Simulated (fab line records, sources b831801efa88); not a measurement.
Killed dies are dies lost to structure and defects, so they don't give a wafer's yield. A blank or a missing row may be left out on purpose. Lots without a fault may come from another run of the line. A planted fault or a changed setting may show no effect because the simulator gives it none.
fab line records | flow sky130
record lots=7 wafers=19 last_day=50
route steps=708 shown FIELD_ISO@13 PAD_OPEN@708
lots that met no fault: from a run of the same line without faults
start_h: hours from the record's first day to the start of the lot's first wafer shown | wait_h: hours since the lot's step before | " the same as in the row above | L1.1+2: a row that stands for several wafers | - no value, or no start given | * or withheld: withheld | < > ~ a bound
route shown NAME@n: a module of which the file shows steps, and the number in the route of the first | usual: mean/standard deviation of fault-free wafers | same: alike in all rows | chamber/n: place in a boat | sites: the reading at each site | _std_site: their standard deviation | _edge_site: outer sites' mean less inner sites' | radius_mm: how far each site lies from the wafer's centre | mask NAME#n: copy n | behind: the tool/chamber that last shaped the wafer | hold: why the lot was held/for how many hours/how that ended | device: the transistor (n, p or np) that didn't switch | end of line: the same wafers' tests at the end of the route | a step without rows: its recipe alone | killed: dies lost to structure and defects at the first sort, not the wafer's yield | map: a wafer's dies, x killed, . not, _ none there
set.NAME: the setting as run; set.NAME@STEP: as run at that earlier step | model.NAME: the simulator's own value behind a step, which no gauge read
lots at some steps of the route; a table a step, a row a wafer
services: from which hour (start_h, from the record's first day; less than 0 if before it) a tool's chamber was out of use, for how many hours, and why
## steps
# step SKY_FIELD_ISO_DEVELOP_12
# recipe develop_time_s=60 resist=KrF-thick dev_temp_c=21
# step SKY_FIELD_ISO_CD_MEAS_13
# recipe target_cd_nm=150
# usual cd_nm=150.0/1.7
# columns lot.wafer tool chamber start_h wait_h cd_nm
L102.1 cd_sem-02 - 51.15 - 149.4
L102.2 " - " " 149.0
L102.4 " - " " 149.0
L103.2 cd_sem-02 - 51.87 - 149.1
L103.3 " - " " 151.6
L103.6 " - " " 150.9
L104.3 cd_sem-02 - 52.24 - 150.1
L104.5 " - " " 150.7
L104.6 " - " " 149.6
L106.3 cd_sem-01 - 58.49 - 151.9
L112.2 cd_sem-02 - 88.11 - 149.1
L112.4 " - " " 147.7
L112.6 " - " " 147.5
L119.2 cd_sem-02 - 122.82 - 149.2
L119.3 " - " " 149.6
L119.5 " - " " 147.9
L121.1 cd_sem-01 - 134.10 - 150.0
L121.5 " - " " 151.1
L121.6 " - " " 151.4
# step SKY_FIELD_ISO_ETCH_14
# recipe chemistry=N2/H2 target=BARC ion_energy_ev=200 source_w=500 bias_w=100 pressure_mtorr=30 n2_flow_sccm=100 h2_flow_sccm=200 stop_on=SiO2 time_s=45.9 target_depth_a=600
# usual drypump_motor_current_A=5.8/0.4 oes_product_au=0.855/0.0046 throttle_valve_pct=13.225/0.0091
# columns lot.wafer tool chamber start_h wait_h drypump_motor_current_A oes_product_au rf_hours_counter_h throttle_valve_pct
L102.1 rie_diel-01 2 51.27 0.1 5.7 0.852 0 13.240
L102.2 " 3 " " 5.1 0.852 121 13.219
L102.4 " 2 " " 5.7 0.861 - 13.227
L103.2 rie_diel-04 3 51.97 0.1 6.1 0.855 37 13.215
L103.3 " 2 " " 6.2 0.855 36 13.218
L103.6 " 2 " " 6.2 0.846 - 13.227
L104.3 rie_diel-02 2 52.32 0.1 5.3 0.857 1 13.222
L104.5 " 3 " " 5.7 0.859 - 13.223
L104.6 " 2 " " 5.3 0.853 - 13.214
L106.3 rie_diel-02 0 58.57 0.1 5.8 0.857 5 13.230
L112.2 rie_diel-02 0 88.21 0.1 5.8 0.851 5 13.233
L112.4 " 2 " " 5.3 0.854 2 13.221
L112.6 " 0 " " 5.8 0.848 - 13.218
L119.2 rie_diel-01 0 122.92 0.1 6.2 0.855 49 13.232
L119.3 " 3 " " 5.1 0.856 122 13.203
L119.5 " 0 " " 6.2 0.851 - 13.225
L121.1 rie_diel-01 1 134.22 0.1 6.1 0.852 8 13.226
L121.5 " 2 " " 5.7 0.855 - 13.215
L121.6 " 1 " " 6.0 0.856 - 13.223
# step SKY_FIELD_ISO_ETCH_15
# recipe chemistry=CHF3/O2 target_depth_nm=180 stop_on=Si source_w=600 bias_w=200 pressure_mtorr=40 chf3_flow_sccm=50 O2_flow_sccm=5 time_s=72
# usual drypump_motor_current_A=5.8/0.4 oes_product_au=0.927/0.0066 throttle_valve_pct=8.840/0.0097
# columns lot.wafer tool chamber start_h wait_h drypump_motor_current_A oes_product_au rf_hours_counter_h throttle_valve_pct
L102.1 rie_diel-01 2 51.31 0.0 5.7 0.929 0 8.844
L102.2 " 3 " " 5.1 0.938 121 8.831
L102.4 " 2 " " 5.7 0.940 - 8.836
L103.2 rie_diel-04 3 52.01 0.0 6.1 0.920 37 8.841
L103.3 " 2 " " 6.2 0.924 36 8.849
L103.6 " 2 " " 6.2 0.919 - 8.832
L104.3 rie_diel-02 2 52.36 0.0 5.3 0.925 1 8.828
L104.5 " 3 " " 5.7 0.938 - 8.850
L104.6 " 2 " " 5.3 0.925 - 8.836
L106.3 rie_diel-02 0 58.62 0.0 5.8 0.932 5 8.846
L112.2 rie_diel-02 0 88.25 0.0 5.8 0.924 5 8.830
L112.4 " 2 " " 5.3 0.928 2 8.837
L112.6 " 0 " " 5.8 0.928 - 8.836
L119.2 rie_diel-01 0 122.96 0.0 6.2 0.927 49 8.830
L119.3 " 3 " " 5.1 0.925 122 8.823
L119.5 " 0 " " 6.2 0.921 - 8.834
L121.1 rie_diel-01 1 134.26 0.0 6.1 0.924 8 8.834
L121.5 " 2 " " 5.7 0.925 - 8.837
L121.6 " 1 " " 6.1 0.916 - 8.837
# step SKY_FIELD_ISO_STRIP_16
# recipe chemistry=O2/N2 power_w=1400 pressure_mtorr=1500 platen_temp_c=withheld o2_flow_sccm=3000 n2_flow_sccm=300 overash_fraction=0.5
# usual drypump_motor_current_A=6.1/0.47 oes_product_au=0.378/0.0049 strip_time_to_endpoint_s=3.55/0.041
# columns lot.wafer tool chamber start_h wait_h drypump_motor_current_A oes_product_au rf_hours_counter_h strip_time_to_endpoint_s
L102.1 plasma_asher-04 0 51.37 0.0 6.3 0.375 36 3.50
L102.2 " 1 " " 6.8 0.375 36 3.49
L102.4 " 0 " " 6.3 0.378 - 3.52
L103.2 plasma_asher-02 0 52.07 0.0 5.4 0.380 37 3.58
L103.3 " 1 " " 6.0 0.376 - 3.59
L103.6 " 0 " " 5.4 0.378 - 3.58
L104.3 plasma_asher-04 0 52.45 0.1 6.3 0.378 - 3.64
L104.5 " 1 " " 6.8 0.375 - 3.53
L104.6 " 0 " " 6.3 0.379 - 3.62
L106.3 plasma_asher-02 0 58.71 0.1 5.4 0.379 - 3.51
L112.2 plasma_asher-04 0 88.31 0.0 6.3 0.380 39 3.52
L112.4 " 1 " " 6.8 0.378 - 3.61
L112.6 " 1 " " 6.8 0.376 - 3.53
L119.2 plasma_asher-04 0 123.02 0.0 6.3 0.381 43 3.58
L119.3 " 1 " " 6.8 0.376 - 3.51
L119.5 " 1 " " 6.8 0.376 - 3.57
L121.1 plasma_asher-02 0 134.31 0.0 5.4 0.380 2 3.53
L121.5 " 1 " " 6.0 0.371 - 3.51
L121.6 " 0 " " 5.4 0.372 - 3.56
# step SKY_FIELD_ISO_ETCH_17
# recipe target_depth_a=3420 mask_material=Si3N4 chemistry=HBr/Cl2/O2 target=Si taper_deg=5 icp_w=600 bias_w=150 pressure_mtorr=15 HBr_flow_sccm=150 Cl2_flow_sccm=40 O2_flow_sccm=6 time_s=97.7
# usual drypump_motor_current_A=5.7/0.45 oes_product_au=1.000/0.011 throttle_valve_pct=25.656/0.011
# columns lot.wafer tool chamber start_h wait_h drypump_motor_current_A oes_product_au rf_hours_counter_h throttle_valve_pct
L102.1 rie_si-02 2 51.47 0.1 5.5 1.001 15 25.653
L102.2 " 3 " " 5.7 1.001 103 25.666
L102.4 " 0 " " 6.2 0.994 108 25.660
L103.2 rie_si-02 2 52.17 0.1 5.5 1.000 15 25.648
L103.3 " 0 " " 6.2 0.989 108 25.669
L103.6 " 1 " " 5.0 1.000 - 25.661
L104.3 rie_si-01 2 52.52 0.0 6.0 0.986 60 25.659
L104.5 " 3 " " 6.3 0.998 - 25.659
L104.6 " 1 " " 5.5 1.009 - 25.661
L106.3 rie_si-01 1 58.77 0.0 5.6 1.005 0 25.658
L112.2 rie_si-02 0 88.41 0.1 6.3 0.988 109 25.652
L112.4 " 3 " " 5.7 0.984 104 25.644
L112.6 " 3 " " 5.7 0.991 - 25.663
L119.2 rie_si-01 0 123.12 0.1 5.0 1.014 0 25.639
L119.3 " 1 " " 5.6 1.016 1 25.664
L119.5 " 1 " " 5.5 1.025 - 25.645
L121.1 rie_si-02 1 134.41 0.1 5.0 1.017 129 25.651
L121.5 " 0 " " 6.3 1.015 - 25.648
L121.6 " 1 " " 5.0 1.006 - 25.647
# step SKY_FIELD_ISO_WET_ETCH_18
# recipe chemistry=H3PO4 target_depth_nm=25 temp_c=160 target=Si3N4 time_s=286
# step SKY_FIELD_ISO_CLEAN_19
# recipe chemistry=SC1/SC2 mix=1:4:20 temp_c=70 time_s=150
# step SKY_FIELD_ISO_CLEAN_20
# recipe chemistry=dHF time_s=20 dilution=100:1
# step SKY_FIELD_ISO_WET_ETCH_21
# recipe chemistry=dHF dilution=100:1 target_depth_nm=20 dry=ipa_marangoni target=SiO2 temp_c=25 time_s=400
# step SKY_FIELD_ISO_OXIDATION_22
# recipe temp_c=950 ambient=O2 stabilise_s=600 purge_s=300 target_thk_a=100 ox_time_s=623
# step SKY_FIELD_ISO_THK_MEAS_23
# recipe reads=SiO2_of_FIELD_ISO_OXIDATION_22
# usual FIELD_ISO_OXIDATION_01_THK=10.01/0.22
# columns lot.wafer tool chamber start_h wait_h FIELD_ISO_OXIDATION_01_THK[nm]
L102.1 film_metro-01 - 52.99 0.0 9.68
L102.2 " - " " 9.85
L102.4 " - " " 9.89
L103.2 film_metro-04 - 54.17 0.0 9.87
L103.3 " - " " 10.00
L103.6 " - " " 10.05
L104.3 film_metro-01 - 54.24 0.1 9.85
L104.5 " - " " 9.72
L104.6 " - " " 10.07
L106.3 film_metro-04 - 61.20 0.0 9.91
L112.2 film_metro-04 - 89.97 0.0 10.07
L112.4 " - " " 9.98
L112.6 " - " " 10.11
L119.2 film_metro-04 - 126.34 0.0 10.09
L119.3 " - " " 10.01
L119.5 " - " " 10.02
L121.1 film_metro-04 - 138.24 0.0 10.27
L121.5 " - " " 10.10
L121.6 " - " " 10.36
# step SKY_FIELD_ISO_CVD_24
# recipe material=SiO2 target_thk_nm=595 temp_c=650 sigma_open_frac=0.3 time_s=99.2 sih4_flow_sccm=60 pressure_mtorr=6
# columns lot.wafer tool chamber start_h wait_h
L102.1+2+4 hdpcvd-01 2,0,1 53.05 0.1
L103.2+3+6 hdpcvd-01 2,1,0 54.22 0.0
L104.3+5+6 hdpcvd-01 0,2,0 54.29 0.0
L106.3 hdpcvd-01 2 61.24 0.0
L112.2+4+6 hdpcvd-02 0,2,0 90.02 0.0
L119.2+3+5 hdpcvd-02 1,2,2 126.39 0.0
L121.1+5+6 hdpcvd-02 2,2,0 138.30 0.1
# step SKY_FIELD_ISO_THK_MEAS_25
# recipe reads=SiO2_of_FIELD_ISO_CVD_24
# usual FIELD_ISO_CVD_24_THK=596/6
# columns lot.wafer tool chamber start_h wait_h FIELD_ISO_CVD_24_THK[nm]
L102.1 film_metro-03 - 53.12 0.0 593
L102.2 " - " " 596
L102.4 " - " " 591
L103.2 film_metro-01 - 54.30 0.0 500
L103.3 " - " " 602
L103.6 " - " " 599
L104.3 film_metro-03 - 54.39 0.1 609
L104.5 " - " " 499
L104.6 " - " " 604
L106.3 film_metro-03 - 61.34 0.1 489
L112.2 film_metro-01 - 90.10 0.0 603
L112.4 " - " " 592
L112.6 " - " " 590
L119.2 film_metro-01 - 126.48 0.0 581
L119.3 " - " " 588
L119.5 " - " " 584
L121.1 film_metro-04 - 138.37 0.0 595
L121.5 " - " " 595
L121.6 " - " " 600
# step SKY_FIELD_ISO_ANNEAL_26
# recipe temp_c=1000 time_s=1800 ambient=N2
# step SKY_PAD_OPEN_PROBE_99
# usual killed_at_M0_to_M3=44/6.7 killed_at_M4_up=3.1/1.8 killed_at_contacts=24/5.1 killed_at_front_end=16/4.7 killed_at_other=0.3/0.59 killed_dies=88/9.6 killed_open=48/7.3 killed_short=39/6.5
# same gross_dies=492 killed_at_back_side=0
# columns lot.wafer tool chamber start_h wait_h killed_at_M0_to_M3 killed_at_M4_up killed_at_contacts killed_at_front_end killed_at_other killed_dies killed_open killed_short
L119.2 prober-01 - 1179.96 0.1 40 3 22 8 0 73 53 20
L119.3 prober-01 - 1180.01 0.2 39 3 28 14 0 84 37 47
L119.5 prober-01 - 1180.11 0.2 38 0 19 15 1 73 46 27
# killed by level:class
L119.2 VIA2:geometric_particle:open=13 VIA1:geometric_particle:open=9 VIA3:geometric_particle:open=9 LI_CONTACT:geometric_particle:open=7 CONTACT:geometric_particle:open=6 CONTACT:geometric_particle:short=4 LOCAL_INTERCONNECT:geometric_particle:open=3 METAL2:geometric_particle:short=3
L119.3 LI_CONTACT:geometric_particle:open=8 VIA3:geometric_particle:short=8 VIA1:geometric_particle:open=7 CONTACT:geometric_particle:short=6 CONTACT:geometric_particle:open=6 METAL1:geometric_particle:short=6 LOCAL_INTERCONNECT:geometric_particle:short=5 VIA3:geometric_particle:open=5
L119.5 VIA1:geometric_particle:open=11 VIA2:geometric_particle:open=10 CONTACT:geometric_particle:open=8 POLY_GATE:geometric_particle:short=5 VIA3:geometric_particle:open=5 POLY_GATE:geometric_particle:open=4 LI_CONTACT:geometric_particle:open=4 CONTACT:geometric_particle:short=3
## services
# columns tool chamber start_h hours kind
hdpcvd-01 - 27.28 2.8 pm
rie_diel-01 0 27.85 7.8 repair
hdpcvd-01 0 31.78 5.5 repair
rie_diel-01 0 50.27 6.6 repair
rie_diel-02 - 52.77 2.1 repair
hdpcvd-02 2 57.21 6.5 repair
hdpcvd-02 - 66.75 15.0 pm
hdpcvd-02 0 66.75 15.0 vent_cycle
hdpcvd-02 1 66.75 15.0 vent_cycle
hdpcvd-02 2 66.75 15.0 vent_cycle
rie_diel-01 0 78.61 3.3 repair
hdpcvd-02 0 81.75 - clean
hdpcvd-02 1 81.75 - clean
hdpcvd-02 2 81.75 - clean
rie_si-01 3 95.05 12.2 repair
rie_si-01 2 100.59 3.5 repair
rie_si-02 1 105.11 10.3 repair
rie_diel-04 - 107.05 0.7 repair
plasma_asher-02 - 108.75 9.0 pm
plasma_asher-02 - 110.40 1.7 repair
rie_diel-02 1 111.97 6.4 repair
rie_diel-01 - 115.38 2.8 pm
rie_diel-04 - 132.66 2.8 pm
rie_diel-04 2 136.97 4.5 repair
## key
first_sign step=SKY_FIELD_ISO_THK_MEAS_25 reading=FIELD_ISO_CVD_24_THK direction=down sigmas=17 usual=596 struck=496
effect none on later readings
met_at SKY_FIELD_ISO_CVD_24
struck_wafers L103.2,L104.5,L106.3
rows_end L106.3
tester_left_out L103,L104
fault kind=site_profile_drift tool=hdpcvd-01 chamber=2 onset_h=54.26 steps=SKY_FIELD_ISO_CVD_24 basis=fraction max_abs_drift=0.3935 slope_share_per_hr=87.444 site_pattern=0,0,0,0,0,-1,-1,-1,-1
# tester_left_out: of these lots the tester's yield and bins aren't shown, on N5 and GAA mostly nor the transistor test; their killed dies are dies lost to structure and defects alone, not to doping, threshold or leakage, so they don't give the yield
# rows_end: these wafers met a further fault down the route, and their rows from its step on are left out
